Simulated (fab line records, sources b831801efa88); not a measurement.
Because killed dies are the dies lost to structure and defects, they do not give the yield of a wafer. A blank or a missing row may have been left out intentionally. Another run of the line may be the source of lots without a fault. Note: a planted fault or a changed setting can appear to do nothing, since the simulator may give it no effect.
Check for tools in common    flow sky130    Sampled: 14 lots, 42 wafers

## THE REASON FOR OPENING IT
At SKY_SD_N_RS_MEAS_18 the reading RES_XHIGH_RS is flagged on 2 of 14 lots. No-fault wafers: 333.1 ohm/sq, standard deviation 1.1.
Rule: a lot is flagged in two cases, either no wafer of it has a number, or all its wafers with numbers fall more than 4 standard deviations from that mean. As for the other lots, they are considered sound.

lot   measured      on            RES_XHIGH_RS (ohm/sq), wafer by wafer  flag
L543  day 29 03:35  filmMetro-02  334.2 331.5 332.9                      
L544  day 29 07:44  filmMetro-02  332.6 333.6 331.8                      
L545  day 29 13:55  filmMetro-04  332.8 332.6 333.2                      
L546  day 30 08:44  filmMetro-04  332.2 332.3 331.1                      
L547  day 30 11:15  filmMetro-02  333.1 332.7 332.7                      
L548  day 30 15:37  filmMetro-04  332.1 333.2 333.0                      
L550  day 31 17:45  filmMetro-01  334.5 335.0 333.8                      
L551  day 31 18:59  filmMetro-04  332.5 333.5 331.8                      
L552  day 32 00:26  filmMetro-04  334.0 334.0 333.6                      
L555  day 33 04:34  filmMetro-02  345.1 345.6 345.4                      FLAGGED
L556  day 33 09:07  filmMetro-04  346.5 347.1 345.6                      FLAGGED
L561  day 34 14:09  filmMetro-01  333.7 335.1 334.9                      
L563  day 35 09:47  filmMetro-02  334.0 333.0 334.7                      
L566  day 36 11:11  filmMetro-01  333.5 333.1 334.0                      
Average over the flagged lots: 345.9 ohm/sq; offset from the usual +12.8 ohm/sq, equal to +12 standard deviations.

## LOT BY LOT: THE TOOL USED
The record keeps 1 process step preceding the reading, out of 708 steps on the route. Each cell gives the tool, then ch followed by the chambers the sampled wafers passed through, then the start.
lot   flag     SKY_RES_XHIGH_IMPLANT_07
L543           implanter-04 ch 0, day 27 21:20
L544           implanter-04 ch 0, day 28 01:34
L545           implanter-03 ch 0, day 28 07:25
L546           implanter-01 ch 0, day 29 02:49
L547           implanter-04 ch 0, day 29 05:11
L548           implanter-01 ch 0, day 29 09:05
L550           implanter-01 ch 0, day 30 12:02
L551           implanter-01 ch 0, day 30 14:14
L552           implanter-03 ch 0, day 30 18:16
L555  FLAGGED  implanter-04 ch 0, day 31 23:31
L556  FLAGGED  implanter-04 ch 0, day 32 03:41
L561           implanter-03 ch 0, day 33 09:05
L563           implanter-01 ch 0, day 34 05:25
L566           implanter-03 ch 0, day 35 07:05
What is done by these steps:
- SKY_RES_XHIGH_IMPLANT_07
- SKY_SD_N_RS_MEAS_18: measures by four-point-probe.

## FLAGGED OVER TOTAL, TOOL BY TOOL (the gauges that took the reading come last)
step                      tool          lots run  flagged  share of the flagged lots  sound lots run after its first flagged lot
SKY_RES_XHIGH_IMPLANT_07  implanter-01  5         0        none                       -
SKY_RES_XHIGH_IMPLANT_07  implanter-03  4         0        none                       -
SKY_RES_XHIGH_IMPLANT_07  implanter-04  5         2        all                        0
SKY_SD_N_RS_MEAS_18       filmMetro-01  3         0        none                       -
SKY_SD_N_RS_MEAS_18       filmMetro-02  5         1        some                       1 (L563)
SKY_SD_N_RS_MEAS_18       filmMetro-04  6         1        some                       0

## THE TABLE: WHAT IT ALLOWS
Rows of the table that ran each flagged lot: 1, that is implanter-04 at SKY_RES_XHIGH_IMPLANT_07.
- implanter-04 at SKY_RES_XHIGH_IMPLANT_07 ran 5 lots, 2 of them flagged. Its last sound lot is L547 (day 29 05:11), its first flagged lot L555 (day 31 23:31): a fault that began between those two fits.
What remains is a single tool, implanter-04 at SKY_RES_XHIGH_IMPLANT_07.

## WHAT HAD BEEN PUT IN BY THE SIMULATOR
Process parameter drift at SKY_RES_XHIGH_IMPLANT_07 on implanter-04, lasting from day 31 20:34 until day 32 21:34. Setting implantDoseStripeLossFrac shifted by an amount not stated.
Lots struck among those shown: L555, L556. This agrees with what the rule above found.
